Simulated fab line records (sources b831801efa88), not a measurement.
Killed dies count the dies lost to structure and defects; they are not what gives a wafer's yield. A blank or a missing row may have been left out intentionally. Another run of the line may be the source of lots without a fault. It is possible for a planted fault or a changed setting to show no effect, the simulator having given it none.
One fault seen from 2 desks    flow sky130    what lay behind the numbers comes last; until then each desk has only its own

## METROLOGY DESK
What the gauges read, lot by lot, whatever tool the lot ran on: means of the sampled wafers that have a number. If a lot's mean is further than 4 standard deviations from the usual mean, the lot is out of limits and carries the mark OUT (the distance appears in the brackets).
Columns: A = SD_N_RS at SKY_SD_N_RS_MEAS_16, usual 68.57 ohm/sq; B = cd nm at SKY_LOCAL_INTERCONNECT_CD_MEAS_11, usual 169.9 nm; C = CONTACT_BOW at SKY_CONTACT_BOW_MEAS_05, usual 80 um
lot   first seen here  A      B                 C
L753  day 28 04:44     68.53  169.9             88
L754  day 28 12:37     68.70  168.7             79
L756  day 29 08:40     68.51  170.6             75
L759  day 30 05:35     68.66  169.9             77
L761  day 30 14:23     68.42  169.0             79
L762  day 30 18:31     68.53  169.6             82
L766  day 32 09:46     68.54  170.4             82
L769  day 33 04:43     68.56  170.5             88
L771  day 34 06:14     68.66  153.1 (-14) OUT   77
L772  day 34 13:37     68.54  150.3 (-16) OUT   79
L774  day 34 19:49     68.61  156.4 (-11) OUT   86
L775  day 35 02:58     68.46  158.0 (-9.9) OUT  67
This desk's verdict: out of limits on L771, L772, L774, L775, starting with L771 at day 36 13:24 (cd nm at SKY_LOCAL_INTERCONNECT_CD_MEAS_11). L753, L754, L756, L759, L761, L762, L766, L769 stayed within limits.

## AT THE TOOL OWNER'S DESK: krf scanner-01
The tool's own readings at SKY_LOCAL_INTERCONNECT_EXPOSE_08 (exposes mask LI1M, target cd 170 nm): means of the sampled wafers that have a number, for each lot that ran on this tool. If a lot's mean is further than 4 standard deviations from the usual mean, the lot is out of limits and carries the mark OUT (the distance appears in the brackets).
Columns: A = exposure dose mJ cm2 at SKY_LOCAL_INTERCONNECT_EXPOSE_08, usual 27.96; B = focus offset nm at SKY_LOCAL_INTERCONNECT_EXPOSE_08, usual 0.0 nm
lot   first seen here  A                B
L753  day 30 01:32     28.02            -0.6
L761  day 32 09:22     28.00            0.9
L762  day 32 14:43     28.01            0.2
L766  day 34 03:50     27.98            -0.4
L771  day 36 00:29     30.53 (+70) OUT  0.1
L772  day 36 07:12     30.51 (+69) OUT  0.4
L774  day 36 13:44     30.01 (+55) OUT  0.0
L775  day 36 20:54     29.59 (+44) OUT  0.1
This desk's verdict: out of limits on L771, L772, L774, L775, starting with L771 at day 36 00:29 (exposure dose mJ cm2 at SKY_LOCAL_INTERCONNECT_EXPOSE_08). L753, L761, L762, L766 stayed within limits.

## ALL TOGETHER
On L771, L772, L774, L775, at day 36 00:29, an alarm was possible from the tool owner's desk.
On L771, L772, L774, L775, the metrology desk was in a position to raise an alarm at day 36 13:24.
SKY_LOCAL_INTERCONNECT_EXPOSE_08 was run on krf scanner-01 by each of the lots named.

## WHAT WAS PUT IN BY THE SIMULATOR
Drift in process parameters on krf scanner-01 at SKY_LOCAL_INTERCONNECT_EXPOSE_08, starting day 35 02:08. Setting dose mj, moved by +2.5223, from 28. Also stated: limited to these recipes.
Struck lots among those shown: L771, L772, L774, L775.
Time in hours from fault onset to the first out-of-limits reading at each desk: tool owner's desk 22, metrology desk 35.
